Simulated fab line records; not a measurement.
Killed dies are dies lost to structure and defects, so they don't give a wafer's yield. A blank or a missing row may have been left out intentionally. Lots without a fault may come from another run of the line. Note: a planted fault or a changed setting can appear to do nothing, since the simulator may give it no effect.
The same fault as seen by 2 desks + flow sky130 + numbers are kept per desk, each desk with only its own; the story behind them comes last

## METROLOGY DESK
Means of the sampled wafers that have a number, per lot and without regard to the tool the lot ran on: this is what the gauges read. Marked OUT: a lot whose mean sits more than 4 standard deviations from the usual mean, which makes it out of limits; the brackets give that distance.
Columns: A = cd_nm at SKY_FIELD_ISO_CD_MEAS_13, usual 150.3 nm; B = FIELD_ISO_OXIDATION_01_THK at SKY_FIELD_ISO_THK_MEAS_23, usual 10.01 nm; C = FIELD_ISO_CVD_24_THK at SKY_FIELD_ISO_THK_MEAS_25, usual 594 nm
| lot  | first seen here | A     | B     | C   |
|------|-----------------|-------|-------|-----|
| L652 | day 3 02:46     | 150.8 | 9.94  | 590 |
| L657 | day 4 05:48     | 150.8 | 10.03 | 603 |
| L661 | day 5 09:13     | 149.9 | 9.84  | 589 |
| L668 | day 6 12:20     | 154.4 | 10.10 | 595 |
| L671 | day 7 03:19     | 148.8 | 9.74  | 593 |
Finding of this desk: none of the 5 lots has anything out of limits.

## AT THE TOOL OWNER'S DESK: rie_si-01
The tool's own readings at SKY_FIELD_ISO_ETCH_17 (etches Si in HBr/Cl2/O2, target depth 342 nm, time 97.7 s): means of the sampled wafers that have a number, for each lot that ran on this tool. Marked OUT: a lot whose mean sits more than 4 standard deviations from the usual mean, which makes it out of limits; the brackets give that distance.
Columns: A = drypump_motor_current_A at SKY_FIELD_ISO_ETCH_17, usual 5.50 A; B = oes_product_au at SKY_FIELD_ISO_ETCH_17, usual 1.004 a.u.; C = throttle_valve_pct at SKY_FIELD_ISO_ETCH_17, usual 25.652 %
| lot  | first seen here | A    | B     | C      |
|------|-----------------|------|-------|--------|
| L652 | day 3 03:04     | 5.61 | 1.007 | 25.658 |
| L657 | day 4 06:06     | 5.56 | 1.016 | 25.644 |
| L661 | day 5 09:32     | 5.53 | 0.970 | 25.682 |
Finding of this desk: none of the 3 lots has anything out of limits.

## ALL TOGETHER
At the metrology desk, nothing out of limits was observed.
Nothing out of limits was seen by the tool owner's desk.

## WHAT THE SIMULATOR HAD INSERTED
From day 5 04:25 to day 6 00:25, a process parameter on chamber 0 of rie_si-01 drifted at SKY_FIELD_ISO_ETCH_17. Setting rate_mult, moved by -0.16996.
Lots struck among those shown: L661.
